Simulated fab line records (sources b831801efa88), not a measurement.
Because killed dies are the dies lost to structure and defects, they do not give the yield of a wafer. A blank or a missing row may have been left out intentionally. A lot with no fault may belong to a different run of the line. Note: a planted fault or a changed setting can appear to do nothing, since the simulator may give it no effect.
Which tool was responsible? + flow sfqLine + 13 lots, 38 wafers sampled, at 2 steps of a route of 325

== WHAT EACH GAUGE READ, for each wafer ==
The record lacks any reading of a measuring or inspecting step that a usual standard deviation could be used to judge.

== TOOL THAT RAN EACH LOT (tool first, then ch and the chambers of the sampled wafers, then the start) ==
| lot  | SFQ_TRILAYER_M6_LITHO_COAT_164   | SFQ_TRILAYER_M6_BARC_OPEN_METAL_ETCH_206 |
|------|----------------------------------|------------------------------------------|
| L697 | lithoTrack-01 ch 0, day 70 04:04 | rieMetal-03 ch 0,1, day 74 17:36         |
| L698 | lithoTrack-04 ch 0, day 70 06:34 | rieMetal-04 ch 0,1, day 74 20:01         |
| L699 | lithoTrack-01 ch 0, day 70 13:40 | rieMetal-02 ch 0,1, day 75 03:20         |
| L700 | lithoTrack-03 ch 0, day 70 15:02 | rieMetal-03 ch 0, day 75 04:32           |
| L701 | lithoTrack-04 ch 0, day 70 16:11 | rieMetal-04 ch 0, day 75 05:44           |
| L702 | lithoTrack-04 ch 0, day 70 17:26 | rieMetal-02 ch 0,1, day 75 08:08         |
| L703 | lithoTrack-01 ch 0, day 70 19:38 | rieMetal-03 ch 0,1, day 75 09:20         |
| L713 | lithoTrack-04 ch 0, day 74 23:53 | rieMetal-04 ch 0,1, day 78 12:15         |
| L714 | lithoTrack-01 ch 0, day 76 08:23 | rieMetal-02 ch 0,1, day 78 13:25         |
| L715 | lithoTrack-01 ch 0, day 77 12:30 | rieMetal-03 ch 0, day 78 14:38           |
| L716 | lithoTrack-03 ch 0, day 78 15:42 | rieMetal-03 ch 1, day 82 20:02           |
| L717 | lithoTrack-01 ch 0, day 78 18:06 | rieMetal-02 ch 0, day 82 22:27           |
| L719 | lithoTrack-03 ch 0, day 78 22:07 | rieMetal-02 ch 0, day 83 05:38           |
- SFQ_TRILAYER_M6_LITHO_COAT_164: resist thk 62 nm.
- SFQ_TRILAYER_M6_BARC_OPEN_METAL_ETCH_206: etches BARC in O2, target depth 125 nm, time 41.7 s.

== WHAT THE TOOLS THEMSELVES READ (means of the sampled wafers that have a number; where no wafer has one, the mark that the record gives instead) ==
SFQ_TRILAYER_M6_BARC_OPEN_METAL_ETCH_206. Usual: drypumpMotorCurrentA 5.9 A, standard deviation 0.52; oesProductAu 0.685 a.u., standard deviation 0.0042.
| lot  | tool        | drypumpMotorCurrentA (A) | oesProductAu (a.u.) | flag |
|------|-------------|--------------------------|---------------------|------|
| L697 | rieMetal-03 | 6.0                      | 0.682               |      |
| L698 | rieMetal-04 | 6.0                      | 0.684               |      |
| L699 | rieMetal-02 | 6.0                      | 0.685               |      |
| L700 | rieMetal-03 | 5.1                      | 0.688               |      |
| L701 | rieMetal-04 | 6.2                      | 0.681               |      |
| L702 | rieMetal-02 | 6.0                      | 0.681               |      |
| L703 | rieMetal-03 | 6.0                      | 0.682               |      |
| L713 | rieMetal-04 | 5.9                      | 0.675               |      |
| L714 | rieMetal-02 | 6.0                      | 0.687               |      |
| L715 | rieMetal-03 | 5.0                      | 0.683               |      |
| L716 | rieMetal-03 | 6.5                      | 0.685               |      |
| L717 | rieMetal-02 | 6.3                      | 0.686               |      |
| L719 | rieMetal-02 | 6.3                      | 0.684               |      |

== THE ANSWER, worked out from the rows above alone ==
Rule: a lot counts as off when the mean over its wafers that have a number is more than 3 standard deviations away from the usual mean. Also off: a lot with no number at a reading for which 4 or more lots have one. Where the step has rows for the other lots, those lots are counted as sound. After the gauges, taken in route order, come the tools' own readings; for these a lot's mean is taken, as printed above. The first step at which some lot is off is used, and at that step the reading that is off furthest; a lot without a number counts as furthest.
No lot is off at any reading shown: from this, nothing can be told.

== WHAT WAS PUT IN BY THE SIMULATOR ==
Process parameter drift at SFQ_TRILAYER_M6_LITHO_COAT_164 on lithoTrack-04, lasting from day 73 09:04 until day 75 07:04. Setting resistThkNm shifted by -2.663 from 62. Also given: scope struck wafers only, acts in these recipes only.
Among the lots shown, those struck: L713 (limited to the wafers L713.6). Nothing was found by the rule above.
